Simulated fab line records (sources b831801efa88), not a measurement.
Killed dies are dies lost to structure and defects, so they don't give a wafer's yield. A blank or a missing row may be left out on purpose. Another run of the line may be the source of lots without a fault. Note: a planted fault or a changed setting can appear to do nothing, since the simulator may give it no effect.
Which tool did it? :: flow gf180mcu :: 12 lots, 36 wafers sampled, at 6 steps of a route of 602

== WHAT THE GAUGES SHOWED, per wafer ==
GF_NWELL_TW_MEAS_11.
lot: L402
measured: day 3 08:13
on: film_metro-04
NWELL_TW: 1563 1560 1566

lot: L403
measured: day 3 13:32
on: film_metro-03
NWELL_TW: 1573 1562 1568

lot: L405
measured: day 4 00:28
on: film_metro-04
NWELL_TW: 1557 1560 1559

lot: L407
measured: day 4 10:58
on: film_metro-03
NWELL_TW: 1568 1568 1572

lot: L408
measured: day 4 16:54
on: film_metro-03
NWELL_TW: 1566 1574 1573

lot: L412
measured: day 5 15:47
on: film_metro-02
NWELL_TW: 1579 1580 1575

lot: L413
measured: day 5 21:08
on: film_metro-03
NWELL_TW: 1575 1567 1579

lot: L415
measured: day 6 07:34
on: film_metro-03
NWELL_TW: 1578 1576 1575

lot: L416
measured: day 6 12:44
on: film_metro-04
NWELL_TW: 1743 1732 1743

lot: L417
measured: day 6 18:28
on: film_metro-02
NWELL_TW: 1567 1578 1571

lot: L418
measured: day 6 22:52
on: film_metro-03
NWELL_TW: 1742 1732 1747

lot: L421
measured: day 7 16:04
on: film_metro-04
NWELL_TW: 1572 1570 1567

GF_VT_IMPLANT_RS_MEAS_47: measurement is done with a four-point probe.
lot: L402
measured: day 7 13:04
on: film_metro-02
NWELL_RS (ohm/sq): 487.7 489.4 487.4

lot: L403
measured: day 7 20:02
on: film_metro-02
NWELL_RS (ohm/sq): 489.0 487.4 488.1

lot: L405
measured: day 8 08:55
on: film_metro-03
NWELL_RS (ohm/sq): 487.6 488.6 489.6

lot: L407
measured: day 8 21:46
on: film_metro-04
NWELL_RS (ohm/sq): 488.0 486.3 487.2

lot: L408
measured: day 9 05:36
on: film_metro-04
NWELL_RS (ohm/sq): 489.0 488.3 488.7

lot: L412
measured: day 10 07:57
on: film_metro-02
NWELL_RS (ohm/sq): 487.7 486.6 487.4

lot: L413
measured: day 10 14:35
on: film_metro-02
NWELL_RS (ohm/sq): 488.9 487.5 486.8

lot: L415
measured: day 11 02:10
on: film_metro-03
NWELL_RS (ohm/sq): 487.2 488.0 488.0

lot: L416
measured: day 11 09:31
on: film_metro-03
NWELL_RS (ohm/sq): 648.2 648.5 647.9

lot: L417
measured: day 11 17:47
on: film_metro-02
NWELL_RS (ohm/sq): 490.1 489.4 488.8

lot: L418
measured: day 11 21:55
on: film_metro-03
NWELL_RS (ohm/sq): 646.2 648.3 647.3

lot: L421
measured: day 12 21:03
on: film_metro-04
NWELL_RS (ohm/sq): 487.8 487.9 486.8

GF_HV_LDD_TW_MEAS_11.
lot: L402
measured: day 10 06:57
on: film_metro-03
HV_LDD_TW: 2425 2416 2428

lot: L403
measured: day 10 07:16
on: film_metro-03
HV_LDD_TW: 2419 2424 2420

lot: L405
measured: day 11 00:59
on: film_metro-04
HV_LDD_TW: 2368 2355 2363

lot: L407
measured: day 11 11:36
on: film_metro-04
HV_LDD_TW: 2366 2372 2373

lot: L408
measured: day 12 00:47
on: film_metro-02
HV_LDD_TW: 2402 2398 2424

lot: L412
measured: day 13 00:02
on: film_metro-04
HV_LDD_TW: 2403 2415 2397

lot: L413
measured: day 13 11:21
on: film_metro-03
HV_LDD_TW: 2422 2429 2428

lot: L415
measured: day 13 21:20
on: film_metro-03
HV_LDD_TW: 2433 2433 2442

lot: L416
measured: day 14 04:59
on: film_metro-04
HV_LDD_TW: 2380 2385 2388

lot: L417
measured: day 14 15:42
on: film_metro-03
HV_LDD_TW: 2437 2431 2442

lot: L418
measured: day 14 19:06
on: film_metro-02
HV_LDD_TW: 2432 2423 2421

lot: L421
measured: day 15 19:52
on: film_metro-04
HV_LDD_TW: 2400 2408 2410

GF_HV_LDD_OVL_MEAS_47.
lot: L402
measured: day 12 15:24
on: overlay-02
HV_LDD_03_OVL (nm): 2.0 2.9 2.7

lot: L403
measured: day 12 16:43
on: overlay-01
HV_LDD_03_OVL (nm): -2.3 -0.8 -1.9

lot: L405
measured: day 13 11:34
on: overlay-01
HV_LDD_03_OVL (nm): 0.2 0.1 0.4

lot: L407
measured: day 13 22:43
on: overlay-01
HV_LDD_03_OVL (nm): -0.4 -0.4 0.5

lot: L408
measured: day 14 14:46
on: overlay-01
HV_LDD_03_OVL (nm): 0.1 0.3 2.0

lot: L412
measured: day 15 15:59
on: overlay-01
HV_LDD_03_OVL (nm): 0.1 1.2 0.8

lot: L413
measured: day 16 04:21
on: overlay-01
HV_LDD_03_OVL (nm): -1.9 -0.5 -2.1

lot: L415
measured: day 16 15:12
on: overlay-02
HV_LDD_03_OVL (nm): 0.3 -0.4 1.3

lot: L416
measured: day 16 22:46
on: overlay-02
HV_LDD_03_OVL (nm): -0.3 -1.7 0.3

lot: L417
measured: day 17 08:19
on: overlay-01
HV_LDD_03_OVL (nm): -1.1 -1.3 0.5

lot: L418
measured: day 17 11:49
on: overlay-01
HV_LDD_03_OVL (nm): -0.2 0.4 -0.2

lot: L421
measured: day 18 15:41
on: overlay-02
HV_LDD_03_OVL (nm): -1.2 -0.9 -1.4

== WHAT TOOL EACH LOT RAN ON (gives the tool, then ch and the chambers of the sampled wafers, and finally the start) ==
lot: L402
GF_NWELL_IMPLANT_08: implanter-04 ch 0, day 3 07:50
GF_DUAL_GATE_STRIP_13: plasma_asher-03 ch 0,1, day 8 12:07

lot: L403
GF_NWELL_IMPLANT_08: implanter-04 ch 0, day 3 13:10
GF_DUAL_GATE_STRIP_13: plasma_asher-02 ch 0,1, day 8 16:05

lot: L405
GF_NWELL_IMPLANT_08: implanter-04 ch 0, day 4 00:04
GF_DUAL_GATE_STRIP_13: plasma_asher-03 ch 0,1, day 9 03:34

lot: L407
GF_NWELL_IMPLANT_08: implanter-01 ch 0, day 4 10:35
GF_DUAL_GATE_STRIP_13: plasma_asher-03 ch 0,1, day 9 17:28

lot: L408
GF_NWELL_IMPLANT_08: implanter-03 ch 0, day 4 16:28
GF_DUAL_GATE_STRIP_13: plasma_asher-04 ch 0,1, day 10 05:16

lot: L412
GF_NWELL_IMPLANT_08: implanter-01 ch 0, day 5 15:23
GF_DUAL_GATE_STRIP_13: plasma_asher-03 ch 0,1, day 11 03:57

lot: L413
GF_NWELL_IMPLANT_08: implanter-04 ch 0, day 5 20:46
GF_DUAL_GATE_STRIP_13: plasma_asher-04 ch 0,1, day 11 11:35

lot: L415
GF_NWELL_IMPLANT_08: implanter-04 ch 0, day 6 07:11
GF_DUAL_GATE_STRIP_13: plasma_asher-04 ch 0,1, day 11 23:22

lot: L416
GF_NWELL_IMPLANT_08: implanter-04 ch 0, day 6 12:20
GF_DUAL_GATE_STRIP_13: plasma_asher-04 ch 0, day 12 06:07

lot: L417
GF_NWELL_IMPLANT_08: implanter-01 ch 0, day 6 18:04
GF_DUAL_GATE_STRIP_13: plasma_asher-03 ch 0,1, day 12 15:24

lot: L418
GF_NWELL_IMPLANT_08: implanter-04 ch 0, day 6 22:29
GF_DUAL_GATE_STRIP_13: plasma_asher-02 ch 0, day 12 19:12

lot: L421
GF_NWELL_IMPLANT_08: implanter-03 ch 0, day 7 15:43
GF_DUAL_GATE_STRIP_13: plasma_asher-03 ch 0,1, day 13 19:57
- GF_NWELL_IMPLANT_08
- GF_DUAL_GATE_STRIP_13: strips in O2/N2.

== WHAT THE TOOLS THEMSELVES READ (means of the sampled wafers that have a number; where no wafer has one, the mark that the record gives instead) ==
GF_NWELL_IMPLANT_08.
lot: L402
tool: implanter-04
tilt_deg (degrees): 0.031

lot: L403
tool: implanter-04
tilt_deg (degrees): 0.007

lot: L405
tool: implanter-04
tilt_deg (degrees): 0.015

lot: L407
tool: implanter-01
tilt_deg (degrees): -0.009

lot: L408
tool: implanter-03
tilt_deg (degrees): -0.007

lot: L412
tool: implanter-01
tilt_deg (degrees): 0.005

lot: L413
tool: implanter-04
tilt_deg (degrees): -0.001

lot: L415
tool: implanter-04
tilt_deg (degrees): -0.003

lot: L416
tool: implanter-04
tilt_deg (degrees): 4.866

lot: L417
tool: implanter-01
tilt_deg (degrees): 0.029

lot: L418
tool: implanter-04
tilt_deg (degrees): 4.872

lot: L421
tool: implanter-03
tilt_deg (degrees): -0.026

GF_DUAL_GATE_STRIP_13.
lot: L402
tool: plasma_asher-03
drypump_motor_current_A (A): 6.1
heater_power_w (W): 322
n2_flow_sccm (sccm): 300.6
oes_product_au (a.u.): 0.717
strip_time_to_endpoint_s (s): 12.65

lot: L403
tool: plasma_asher-02
drypump_motor_current_A (A): 5.7
heater_power_w (W): 324
n2_flow_sccm (sccm): 299.7
oes_product_au (a.u.): 0.710
strip_time_to_endpoint_s (s): 12.61

lot: L405
tool: plasma_asher-03
drypump_motor_current_A (A): 6.1
heater_power_w (W): 326
n2_flow_sccm (sccm): 300.4
oes_product_au (a.u.): 0.718
strip_time_to_endpoint_s (s): 12.69

lot: L407
tool: plasma_asher-03
drypump_motor_current_A (A): 6.1
heater_power_w (W): 320
n2_flow_sccm (sccm): 300.6
oes_product_au (a.u.): 0.713
strip_time_to_endpoint_s (s): 12.65

lot: L408
tool: plasma_asher-04
drypump_motor_current_A (A): 5.7
heater_power_w (W): 287
n2_flow_sccm (sccm): 301.0
oes_product_au (a.u.): 0.714
strip_time_to_endpoint_s (s): 12.62

lot: L412
tool: plasma_asher-03
drypump_motor_current_A (A): 6.2
heater_power_w (W): 323
n2_flow_sccm (sccm): 300.7
oes_product_au (a.u.): 0.718
strip_time_to_endpoint_s (s): 12.64

lot: L413
tool: plasma_asher-04
drypump_motor_current_A (A): 5.2
heater_power_w (W): 290
n2_flow_sccm (sccm): 299.4
oes_product_au (a.u.): 0.708
strip_time_to_endpoint_s (s): 12.64

lot: L415
tool: plasma_asher-04
drypump_motor_current_A (A): 5.2
heater_power_w (W): 293
n2_flow_sccm (sccm): 299.4
oes_product_au (a.u.): 0.714
strip_time_to_endpoint_s (s): 12.65

lot: L416
tool: plasma_asher-04
drypump_motor_current_A (A): 4.8
heater_power_w (W): 293
n2_flow_sccm (sccm): 299.1
oes_product_au (a.u.): 0.714
strip_time_to_endpoint_s (s): 12.63

lot: L417
tool: plasma_asher-03
drypump_motor_current_A (A): 6.1
heater_power_w (W): 328
n2_flow_sccm (sccm): 299.4
oes_product_au (a.u.): 0.718
strip_time_to_endpoint_s (s): 12.64

lot: L418
tool: plasma_asher-02
drypump_motor_current_A (A): 6.4
heater_power_w (W): 337
n2_flow_sccm (sccm): 299.6
oes_product_au (a.u.): 0.716
strip_time_to_endpoint_s (s): 12.67

lot: L421
tool: plasma_asher-03
drypump_motor_current_A (A): 6.1
heater_power_w (W): 293
n2_flow_sccm (sccm): 300.5
oes_product_au (a.u.): 0.714
strip_time_to_endpoint_s (s): 12.65

== THE ANSWER, worked out from the rows above alone ==
Rule: what is usual is taken from the lots themselves. The widest of any qualifying gaps counts: lots, ordered by their means at a reading, are off when they make up no more than a third of the lots, leave a main group of 4 or more, and stand apart from it by 3 or more times the standard deviation of that group's means. Not used: any main group whose means are identical at the precision the tables above print for the reading. Also off: a lot with no number at a reading for which 4 or more lots have one. All remaining lots with rows at the step are treated as sound. The gauges are gone through in route order, then the tools' own readings, and for those a lot's mean is taken as printed above. The first step at which some lot is off is used, and at that step the reading that is off furthest; a lot without a number counts as furthest.
Off: at GF_NWELL_TW_MEAS_11 (NWELL_TW), L416, L418. Mean 1570 and standard deviation 5.5 in the main group.
A tool fits if, at a process step before that reading, it ran every lot that is off, and no sound lot after the first of them. Not tried: the gauges at GF_NWELL_TW_MEAS_11; whatever is off there is also off at GF_NWELL_IMPLANT_08, on other tools, and gauge error can't account for it. One fits: GF_NWELL_IMPLANT_08 on implanter-04. Its last sound lot is L415 (day 6 07:11), its first lot that is off L416 (day 6 12:20): a fault that began between those two fits.
The tool's own readings at GF_NWELL_IMPLANT_08 bear it out: on the lots that are off they differ by more than 5 times the standard deviation of the sound lots' means. tilt_deg reads 4.869 degrees there against 0.004 degrees on the sound lots.

== WHAT THE SIMULATOR HAD PUT IN ==
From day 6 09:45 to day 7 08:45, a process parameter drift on implanter-04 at GF_NWELL_IMPLANT_08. Setting tilt_deg, moved by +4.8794, from 0. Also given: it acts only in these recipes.
Lots struck among those shown: L416, L418. The same result came from the rule above.
